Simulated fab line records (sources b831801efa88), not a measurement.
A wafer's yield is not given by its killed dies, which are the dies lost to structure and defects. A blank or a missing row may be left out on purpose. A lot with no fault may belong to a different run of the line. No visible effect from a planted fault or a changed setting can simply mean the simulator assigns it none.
Which of the tools did it? | flow gf180mcu | 42 wafers sampled from 14 lots at 1 step of a route of 602

## WHAT THE GAUGES READ, wafer by wafer
GF_V4_THK_MEAS_03. Usual: V4_CVD_02_THK gives 850 nm (standard deviation 11).
lot  | measured     | on           | V4_CVD_02_THK (nm) | flag
L802 | day 23 08:41 | filmMetro-02 | 846 865 849        | 
L803 | day 23 17:38 | filmMetro-03 | 830 847 856        | 
L804 | day 24 00:31 | filmMetro-04 | 858 857 861        | 
L805 | day 24 11:32 | filmMetro-03 | 852 856 864        | 
L807 | day 25 07:04 | filmMetro-03 | 848 829 840        | 
L808 | day 25 13:19 | filmMetro-03 | 847 866 854        | 
L809 | day 25 20:35 | filmMetro-02 | 839 838 859        | 
L810 | day 26 02:31 | filmMetro-03 | 845 839 867        | 
L819 | day 28 18:43 | filmMetro-04 | 830 857 845        | 
L821 | day 29 08:23 | filmMetro-02 | 843 846 865        | 
L820 | day 29 09:40 | filmMetro-03 | 844 863 877        | 
L823 | day 30 02:38 | filmMetro-04 | 856 852 866        | 
L822 | day 30 04:18 | filmMetro-04 | 836 866 856        | 
L824 | day 30 07:56 | filmMetro-04 | 842 833 844        | 

## EACH LOT AND THE TOOL THAT RAN IT (in order: tool; ch and the chambers of the sampled wafers; start)
The record shows no process step preceding these readings.

## WHAT THE TOOLS THEMSELVES READ (means of the sampled wafers that have a number; where no wafer has one, the mark that the record gives instead)
The record holds no such reading with a usual standard deviation.

## THE ANSWER, worked out from the rows above alone
Rule: lot off if the mean of its wafers having a number is beyond 3 standard deviations from the usual mean. A lot without any number at a reading at which 4 lots or more have one is off too. The other lots that the step has rows for count as sound. First the gauges in route order, then the tools' own readings, where a lot's mean is used as printed above. The first step at which some lot is off is used, and at that step the reading that is off furthest; a lot without a number counts as furthest.
No lot is off on any of the readings shown, so nothing can be concluded from this.

## WHAT THE SIMULATOR HAD PUT IN
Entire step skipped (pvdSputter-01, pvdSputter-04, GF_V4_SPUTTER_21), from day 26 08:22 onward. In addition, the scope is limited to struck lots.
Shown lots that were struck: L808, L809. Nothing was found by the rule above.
